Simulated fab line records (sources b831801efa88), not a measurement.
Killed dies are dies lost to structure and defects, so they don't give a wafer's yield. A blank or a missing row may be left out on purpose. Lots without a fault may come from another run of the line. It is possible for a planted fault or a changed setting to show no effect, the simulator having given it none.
Shared-tool check    flow sky130    13 lots and 39 wafers in the sample

== WHY IT WAS OPENED ==
At SKY_LDD_LDN_TW_MEAS_13 the reading LDD_LDN_TW is flagged on 1 of 13 lots. Wafers without a fault read 1472, standard deviation 7.8.
Rule: a lot is flagged when every wafer of it that has a number lies more than 4 standard deviations from that mean, or none has a number. As for the other lots, they are considered sound.

lot   measured      on            LDD_LDN_TW, wafer by wafer  flag
L415  day 22 20:10  filmMetro-03  1466 1465 1468              
L417  day 23 12:16  filmMetro-04  1485 1477 1487              
L418  day 23 15:13  filmMetro-03  1473 1470 1471              
L419  day 25 00:23  filmMetro-04  1478 1478 1481              
L421  day 25 22:19  filmMetro-03  1456 1464 1458              
L423  day 26 10:46  filmMetro-01  1470 1463 1470              
L422  day 26 17:37  filmMetro-01  1476 1475 1467              
L425  day 26 21:28  filmMetro-04  1477 1474 1480              
L428  day 28 00:46  filmMetro-01  1470 1470 1464              
L430  day 28 09:52  filmMetro-01  1480 1474 1470              
L432  day 29 03:29  filmMetro-01  30 30 30                    FLAGGED
L433  day 29 10:52  filmMetro-03  1468 1476 1473              
L438  day 30 19:14  filmMetro-03  1466 1454 1465              
Flagged lots average 30: -1442 relative to the usual, that is -99 or more standard deviations.

== TOOL THAT RAN EACH LOT ==
The record holds 1 process step before the reading, out of a route of 708 steps. Each cell gives the tool, then ch followed by the chambers the sampled wafers passed through, then the start.
lot   flag     SKY_LDD_LDN_EXPOSE_04
L415           ilineStepper-01 ch 0, day 22 04:32
L417           ilineStepper-02 ch 0, day 22 20:28
L418           ilineStepper-02 ch 0, day 22 23:41
L419           ilineStepper-01 ch 0, day 24 08:58
L421           ilineStepper-02 ch 0, day 25 06:55
L423           ilineStepper-02 ch 0, day 25 19:37
L422           ilineStepper-01 ch 0, day 26 02:41
L425           ilineStepper-01 ch 0, day 26 06:35
L428           ilineStepper-02 ch 0, day 27 10:15
L430           ilineStepper-02 ch 0, day 27 18:56
L432  FLAGGED  ilineStepper-02 ch 0, day 28 13:25
L433           ilineStepper-01 ch 0, day 28 20:58
L438           ilineStepper-01 ch 0, day 30 05:11
What the steps here do:
- SKY_LDD_LDN_EXPOSE_04: exposes mask LDNTM, target cd 700 nm.
- SKY_LDD_LDN_TW_MEAS_13

== FLAGGED AGAINST TOTAL, ONE TOOL AT A TIME (gauges that did the reading follow at the end) ==
step                    tool             lots run  flagged  share of the flagged lots  sound lots run after its first flagged lot
SKY_LDD_LDN_EXPOSE_04   ilineStepper-01  6         0        none                       -
SKY_LDD_LDN_EXPOSE_04   ilineStepper-02  7         1        all                        0
SKY_LDD_LDN_TW_MEAS_13  filmMetro-01     5         1        all                        0
SKY_LDD_LDN_TW_MEAS_13  filmMetro-03     5         0        none                       -
SKY_LDD_LDN_TW_MEAS_13  filmMetro-04     3         0        none                       -

== WHAT THE TABLE PERMITS ==
Every flagged lot went through 2 rows of the table: ilineStepper-02 at SKY_LDD_LDN_EXPOSE_04 and filmMetro-01 at SKY_LDD_LDN_TW_MEAS_13.
- ilineStepper-02 at SKY_LDD_LDN_EXPOSE_04: 1 of its 7 lots flagged. Last sound lot L430 at day 27 18:56, first flagged lot L432 at day 28 13:25; a fault beginning in between fits.
- filmMetro-01 at SKY_LDD_LDN_TW_MEAS_13: 1 of its 5 lots flagged. Last sound lot L430 at day 28 09:52, first flagged lot L432 at day 29 03:29; a fault beginning in between fits.
These 2 tools cannot be told apart by counting lots, since each of them fits a fault that started at some hour. More lots, or a look at what each step does to the wafer, might.

== WHAT THE SIMULATOR PUT IN ==
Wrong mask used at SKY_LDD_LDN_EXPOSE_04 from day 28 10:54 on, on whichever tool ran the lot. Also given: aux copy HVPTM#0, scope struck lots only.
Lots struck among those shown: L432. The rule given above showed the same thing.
